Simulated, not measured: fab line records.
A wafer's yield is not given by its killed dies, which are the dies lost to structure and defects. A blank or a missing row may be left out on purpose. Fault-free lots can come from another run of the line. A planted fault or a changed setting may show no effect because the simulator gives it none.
One fault through the eyes of 2 desks	flow gf180mcu	what lay behind the numbers comes last; until then each desk has only its own

## DESK OF THE TOOL OWNER: litho_track-02
The tool's own readings at GF_NSD_COAT_02 (resist thk 1000 nm): means of the sampled wafers that have a number, for each lot that ran on this tool. Marked OUT: a lot whose mean sits more than 4 standard deviations from the usual mean, which makes it out of limits; the brackets give that distance.
Columns: A = chill_plate_temp_C at GF_NSD_COAT_02, usual 22.98 C; B = dispense_pressure_kPa at GF_NSD_COAT_02, usual 51.5 kPa
lot	first seen here	A	B
L297	day 13 11:42	22.97	48.0
L300	day 14 10:19	23.05	48.0
L302	day 14 15:34	23.15	48.0
L304	day 15 14:55	23.01	48.0
L315	day 18 23:52	23.09	48.1
L318	day 19 23:22	22.90	48.0
This desk's finding: nothing out of limits on any of the 6 lots.

## METROLOGY DESK
Lot by lot, what the gauges showed, no matter which tool ran the lot: averages of those sampled wafers that carry a number. Marked OUT: a lot whose mean sits more than 4 standard deviations from the usual mean, which makes it out of limits; the brackets give that distance.
Columns: A = cd_nm at GF_NSD_CD_MEAS_07, usual 399.7 nm; B = PSD_OVL at GF_PSD_OVL_MEAS_08, usual -0.2 nm; C = PSD_TW at GF_PSD_TW_MEAS_11, usual 3200
lot	first seen here	A	B	C
L297	day 13 22:29	402.8	0.5	3164
L298	day 14 00:32	397.5	0.1	3179
L299	day 14 10:17	400.5	-2.0	3181
L300	day 14 20:58	398.7	-0.5	3232
L301	day 14 21:46	398.4	-1.0	3227
L302	day 15 02:16	398.3	-0.2	3166
L303	day 15 13:20	398.4	-1.4	3192
L304	day 16 01:54	398.5	0.9	3182
L305	day 17 01:48	-	-1.1	4295 (+50) OUT
L306	day 17 10:48	-	0.4	4304 (+50) OUT
L315	day 19 12:16	398.9	1.0	3196
L318	day 20 11:24	403.5	-0.4	3216
L319	day 20 19:04	398.9	1.6	3211
L320	day 21 05:52	400.3	-1.4	3221
This desk's finding: out of limits on L305, L306; first on L305, day 17 02:06 (PSD_TW at GF_PSD_TW_MEAS_11). In limits: L297, L298, L299, L300, L301, L302, L303, L304, L315, L318, L319, L320.

## TAKEN TOGETHER
On L305, L306, the metrology desk was in a position to raise an alarm at day 17 02:06.
The tool owner's desk saw nothing out of limits.
The tool owner's desk has no number on record for L305, L306.
All the named lots went through GF_NSD_COAT_02 on litho_track-02.

## WHAT WAS PUT IN BY THE SIMULATOR
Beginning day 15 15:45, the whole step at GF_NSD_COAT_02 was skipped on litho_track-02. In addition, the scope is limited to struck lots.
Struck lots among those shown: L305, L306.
Time in hours between the start of the fault and the first out-of-limits reading at each desk: metrology desk, 34.
